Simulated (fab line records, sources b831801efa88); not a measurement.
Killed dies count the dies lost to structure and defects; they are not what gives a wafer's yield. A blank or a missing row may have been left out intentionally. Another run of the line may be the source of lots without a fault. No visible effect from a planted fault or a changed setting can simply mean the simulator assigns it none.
One fault seen from 2 desks / flow sky130 / each desk holds nothing but its own numbers, with what lay behind them at the end

== FOR THE TOOL OWNER'S DESK: hdpcvd-01 ==
The tool's own readings at SKY_CONTACT_HDPCVD_02 (deposits SiO2, target thk 565 nm, time 94.2 s): means of the sampled wafers that have a number, for each lot that ran on this tool. Any lot whose mean is over 4 standard deviations away from the usual mean is out of limits and marked OUT; that distance is given in the brackets.
Columns: A = runLengthS at SKY_CONTACT_HDPCVD_02, usual 121.9 s; B = sih4FlowSccm at SKY_CONTACT_HDPCVD_02, usual 59.98 sccm
lot=L783; first seen here=day 30 08:55; A=121.8; B=59.94
lot=L787; first seen here=day 32 22:41; A=121.9; B=60.03
lot=L790; first seen here=day 33 16:55; A=121.9; B=59.90
lot=L792; first seen here=day 33 20:26; A=122.4; B=59.98
lot=L797; first seen here=day 35 07:26; A=121.4; B=59.90
lot=L801; first seen here=day 36 18:43; A=120.5; B=59.90
Result from this desk: across the 6 lots, nothing is out of limits.

== THE METROLOGY DESK ==
Lot by lot, what the gauges showed, no matter which tool ran the lot: averages of those sampled wafers that carry a number. Any lot whose mean is over 4 standard deviations away from the usual mean is out of limits and marked OUT; that distance is given in the brackets.
Columns: A = LI_CONTACT_BOW at SKY_LI_CONTACT_BOW_MEAS_03, usual 56 um; B = LOCAL_INTERCONNECT_TIN_RS at SKY_LOCAL_INTERCONNECT_RS_MEAS_01, usual 14.20 ohm/sq; C = CONTACT_HDPCVD_THK at SKY_CONTACT_THK_MEAS_03, usual 564 nm; D = METAL1_ALCU_RS at SKY_METAL1_RS_MEAS_05, usual 0.1272 ohm/sq
lot=L783; first seen here=day 27 21:13; A=52; B=14.12; C=566; D=0.1266
lot=L785; first seen here=day 29 01:44; A=61; B=13.90; C=563; D=0.1277
lot=L787; first seen here=day 30 11:37; A=52; B=13.98; C=556; D=0.1266
lot=L790; first seen here=day 31 07:40; A=56; B=14.23; C=555; D=0.1285
lot=L793; first seen here=day 31 10:10; A=61; B=14.30; C=581; D=0.1270
lot=L792; first seen here=day 31 10:22; A=58; B=14.36; C=558; D=0.1258
lot=L794; first seen here=day 31 22:55; A=63; B=14.07; C=574; D=0.1274
lot=L795; first seen here=day 32 08:00; A=60; B=14.26; C=571; D=0.1275
lot=L797; first seen here=day 32 23:43; A=56; B=14.22; C=551; D=0.1264
lot=L798; first seen here=day 33 05:11; A=54; B=14.10; C=560; D=0.1255
lot=L801; first seen here=day 34 10:30; A=57; B=14.34; C=547; D=0.1301
lot=L804; first seen here=day 35 07:07; A=56; B=14.35; C=579; D=0.1270
Result from this desk: across the 12 lots, nothing is out of limits.

== BROUGHT TOGETHER ==
The tool owner's desk saw nothing out of limits.
From the metrology desk's view, nothing was out of limits.

== WHAT THE SIMULATOR HAD PUT IN ==
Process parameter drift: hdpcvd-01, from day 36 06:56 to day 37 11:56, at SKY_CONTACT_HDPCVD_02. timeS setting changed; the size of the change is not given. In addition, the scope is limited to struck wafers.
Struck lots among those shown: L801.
